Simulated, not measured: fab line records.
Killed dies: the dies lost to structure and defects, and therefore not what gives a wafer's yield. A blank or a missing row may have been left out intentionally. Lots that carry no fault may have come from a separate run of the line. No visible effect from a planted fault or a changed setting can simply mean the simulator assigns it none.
2 desks, one fault -- flow gf180mcu -- each desk holds nothing but its own numbers, with what lay behind them at the end

FROM THE METROLOGY DESK
What the gauges read, lot by lot, whatever tool the lot ran on: means of the sampled wafers that have a number. If a lot's mean is further than 4 standard deviations from the usual mean, the lot is out of limits and carries the mark OUT (the distance appears in the brackets).
Columns: A = V2_W_THK at GF_V2_THK_MEAS_25, usual 344 nm; B = M3_ALCU_RS at GF_M3_RS_MEAS_05, usual 0.0694 ohm/sq
lot,first seen here,A,B
L701,day 21 02:04,348,0.0703
L703,day 21 18:41,341,0.0687
L702,day 21 18:49,348,0.0688
L704,day 22 03:38,351,0.0702
L705,day 22 17:00,350,0.0698
L706,day 22 17:45,337,0.0711
L715,day 25 23:07,337,0.0691
L716,day 26 00:04,339,0.0688
L717,day 26 03:49,346,0.0693
L720,day 26 21:05,342,0.0692
L721,day 27 03:21,342,0.0698
L722,day 27 12:52,343,0.0693
This desk found nothing out of limits on any of the 12 lots.

THE TOOL OWNER'S DESK: cmp-01
The tool's own readings at GF_V2_CMP_26 (polishes, stops on SiO2, t overpolish 15 s, target thk 0 nm): means of the sampled wafers that have a number, for each lot that ran on this tool. If a lot's mean is further than 4 standard deviations from the usual mean, the lot is out of limits and carries the mark OUT (the distance appears in the brackets).
Columns: A = motor_current_A at GF_V2_CMP_26, usual 11.0 A; B = overpolish_run_s at GF_V2_CMP_26, usual 15.001 s; C = platen_rpm at GF_V2_CMP_26, usual 59.99 rpm; D = time_to_endpoint_s at GF_V2_CMP_26, usual 86 s
lot,first seen here,A,B,C,D
L701,day 21 02:10,9.8,14.998,60.00,84
L705,day 22 17:07,10.5,15.001,59.97,94
L706,day 22 17:52,9.8,14.996,59.96,88
L715,day 25 23:15,9.9,14.995,62.01 (+52) OUT,84
L716,day 26 00:15,10.0,15.001,61.99 (+51) OUT,79
Finding of this desk: L715, L716 out of limits; the first was L715 at day 25 23:15, on platen_rpm at GF_V2_CMP_26. L701, L705, L706: within limits.

TAKEN TOGETHER
At day 25 23:15, on L715, L716, the tool owner's desk was in a position to raise an alarm.
From the metrology desk's view, nothing was out of limits.
The metrology desk holds a record of L715, L716, inside its limits.
GF_V2_CMP_26 was run on cmp-01 by each of the lots named.

WHAT HAD BEEN PUT IN BY THE SIMULATOR
cmp-01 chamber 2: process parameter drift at GF_V2_CMP_26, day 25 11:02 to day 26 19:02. A move of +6 in setting platen_rpm, from 60. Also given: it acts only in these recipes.
Lots struck among those shown: L715, L716.
Hours from the fault's start to each desk's first reading out of limits: the tool owner's desk, 12.
